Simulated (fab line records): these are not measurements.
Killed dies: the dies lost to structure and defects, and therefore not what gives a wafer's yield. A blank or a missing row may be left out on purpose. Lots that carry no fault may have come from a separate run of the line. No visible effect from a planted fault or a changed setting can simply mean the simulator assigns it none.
Comparing a struck lot with a sound one -- flow gf180mcu -- 14 out of 602 route steps
Sound: the wafers L774.2, L774.3, L774.4. Struck: wafer L782.1; the same lot's L782.2 was not struck, so it is left out; see the end for the cause.
Order at every step that has rows: each side's tool, ch and its chambers, its first start. Under that, the readings that differ: sound wafers -- struck wafers -- difference of the means -- sigmas: that difference in standard deviations of wafers without a fault.
alike: words and numbers the same on both sides, and readings whose means are apart by under 2 such deviations; not compared: readings that were withheld, readings missing a value for some wafer, numbers with overlapping values and no deviation given by the record, and bounds like >300 which may hide the same value.
Wherever a step has rows on one side only, a row that says differs or no value, or a row with sigmas, the two part there. Non-overlapping numbers with no deviation appear without sigmas and do not part them. Lack of a reading on every wafer of one side parts them only where that side has two or more wafers.

GF_V4_ETCH_17: etches SiO2 in C4F8/O2/Ar, stops on TiN, target depth 630 nm.
  sound: rieDiel-01 ch 0,1,2; struck: rieDiel-01 ch 3
  alike: oesProductAu
then, 5 steps without rows for these wafers: GF_V4_STRIP_18 (strips in O2/N2); GF_V4_STRIP_19 (strips in post etch residue remover, time 1200 s); GF_V4_CLEAN_20 (cleans in DIW); GF_V4_SPUTTER_21 (material Ti, target thk 15 nm, time 80.02 s); GF_V4_SPUTTER_22 (material TiN, target thk 10 nm, time 40 s).
GF_V4_CVD_23: deposits W, target thk 350 nm, time 104.9 s.
  sound on cvdW-01 ch 0,1, day 25 06:56; struck on cvdW-02 ch 1, day 28 00:16
  alike: heaterPowerW
GF_V4_RS_MEAS_24: uses a four-point probe to measure.
  sound on filmMetro-02 at day 25 07:04; struck on filmMetro-04 at day 28 00:23
  alike: V4_W_RS
GF_V4_THK_MEAS_25: measures by xrf.
  sound on filmMetro-02 at day 25 07:10; struck on filmMetro-04 at day 28 00:30
  alike: V4_W_THK
GF_V4_CMP_26: polishes, stops on SiO2, t overpolish 15 s, target thk 0 nm.
  sound on cmp-02 ch 1,2,3, day 25 07:13; struck on cmp-02 ch 3, day 28 00:44
  alike: motorCurrentA, overpolishRunS, platenRpm, timeToEndpointS
GF_MIM_SPUTTER_00: material Ti, target thk 37.5 nm, time 150 s.
  sound on pvdSputter-02 at day 25 07:31; struck on pvdSputter-02 at day 28 00:59
  alike: throttleValvePct
then, 1 step without rows for these wafers: GF_MIM_SPUTTER_01 (material TiN, target thk 30 nm, time 25 s).
GF_MIM_SPUTTER_02: material AlCu, target thk 450 nm, time 23.9 s.
  sound on pvdSputter-02 at day 25 07:39; struck on pvdSputter-02 at day 28 01:07
reading,sound,struck,difference,sigmas
model.AlCu_of_MIM_SPUTTER_02.thkNm (nm),452.3 451.9 455.5,733.4,+280.2,
  alike: throttleValvePct
GF_MIM_SPUTTER_03: material Ti, target thk 10 nm, time 6.7 s.
  sound on pvdSputter-02 at day 25 07:41; struck on pvdSputter-02 at day 28 01:08
  alike: throttleValvePct

== WHERE THEY PART ==
Nowhere in this record.

WHY: what had been put in by the simulator
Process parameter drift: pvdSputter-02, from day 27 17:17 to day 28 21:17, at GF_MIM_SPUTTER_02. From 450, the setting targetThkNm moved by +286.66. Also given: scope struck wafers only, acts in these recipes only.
